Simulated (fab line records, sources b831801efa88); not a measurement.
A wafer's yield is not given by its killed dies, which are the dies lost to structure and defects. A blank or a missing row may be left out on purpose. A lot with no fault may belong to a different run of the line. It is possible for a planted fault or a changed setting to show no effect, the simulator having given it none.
Problem report in the 8D (eight disciplines) form, filled by code | flow sky130 | the parts of the form that need people (team, actions taken, sign-off) are left out

== 1. WHAT IS WRONG ==
Mean of strip-time-to-endpoint-s at SKY_LDD_P_STRIP_10: 14.55 s across 2 wafers in 2 lots; on wafers with no fault it is 14.18 s (standard deviation 0.044). That puts it +8.5 standard deviations away from the usual mean.
The step: strips in O2/N2.
First seen on wafer L502.5, day 24 09:34, on plasma-asher-04. The record has a number at this step for 36 wafers belonging to 12 lots. Rule for "out", or "out of limits": more than 4 standard deviations from the usual mean. All remaining wafers that have a number are taken as sound.

== 2. WHAT IT IS, AND WHAT IT ISN'T ==
question                    | is                       | is not
which readings at this step | strip-time-to-endpoint-s | drypump-motor-current-A, oes-product-au
which lots                  | L502, L505               | L489, L490, L492, L497, L498, L500, L508, L509, L510, L512
which wafers of those lots  | L502.5, L505.6           | L502.1, L502.3, L505.3, L505.4
read on which tools         | plasma-asher-04          | plasma-asher-02, plasma-asher-03
when                        | from day 24 09:34        | up to then (20 sound wafers); but 14 sound wafers of L505, L508, L509, L510, L512 came after

== 3. WHAT RULES OUT EACH SUSPECT ==
Counting: a tool at a process step up to the reading stays a suspect if it ran every lot that is out. Sound lots after the first of them don't rule it out here, since some wafers of a struck lot are sound.
- plasma-asher-04 at SKY_SONOS_ONO_STRIP_17 (strips in O2/N2): kept. It processed each lot that is out (first: L502, day 17 06:38); up to then, its last sound lot is L497 (day 15 05:09).
- litho-track-02 at SKY_LDD_P_COAT_02 (resist thk 1140 nm): kept. It processed each lot that is out (first: L502, day 23 18:01); up to then, its last sound lot is L497 (day 21 09:19).
- plasma-asher-04 at SKY_LDD_P_STRIP_10 (strips in O2/N2): kept. It processed each lot that is out (first: L502, day 24 09:34); up to then, its last sound lot is L498 (day 22 07:30). Out on those wafers are its own readings of strip-time-to-endpoint-s.
The count leaves plasma-asher-04 at SKY_SONOS_ONO_STRIP_17, litho-track-02 at SKY_LDD_P_COAT_02, and plasma-asher-04 at SKY_LDD_P_STRIP_10.

== 4. THE CAUSE (what the simulator had put in) ==
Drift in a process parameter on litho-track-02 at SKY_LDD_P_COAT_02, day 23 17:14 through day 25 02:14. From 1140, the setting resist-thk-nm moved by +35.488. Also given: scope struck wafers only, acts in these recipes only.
After counting, 3 suspects remain, this tool included.

== 5. SEQUENCE OF EFFECTS, ordered by route ==
Each row: a reading where the mean over the struck wafers with a number is more than 3 standard deviations away from the usual. Only readings whose record carries a usual standard deviation are examined. hours: median over the lots of the time between each lot's start at the first step of this table that gives one and its start at this step. sigmas: the change, counted in usual standard deviations.
hours | step               | reading                  | usual   | on struck wafers | change | sigmas
0     | SKY_LDD_P_STRIP_10 | strip-time-to-endpoint-s | 14.18 s | 14.55            | +0.38  | +8.5
The process steps in it:
- SKY_LDD_P_STRIP_10: strips in O2/N2.
Later steps that measure or inspect, where all struck wafers having a row at the step show a number for every such reading and not one has moved that far: SKY_LDD_HVP_OVL_MEAS_07.

== 6. WHAT WOULD HAVE CAUGHT IT SOONER ==
In this record no reading fell out of limits until day 24 09:34, 16 hours after the fault had begun at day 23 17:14.
All the lots that are out (2) had begun SKY_LDD_P_COAT_02 on litho-track-02 by day 24 09:34. Had the tool been put on hold then, not one of them would have been saved.
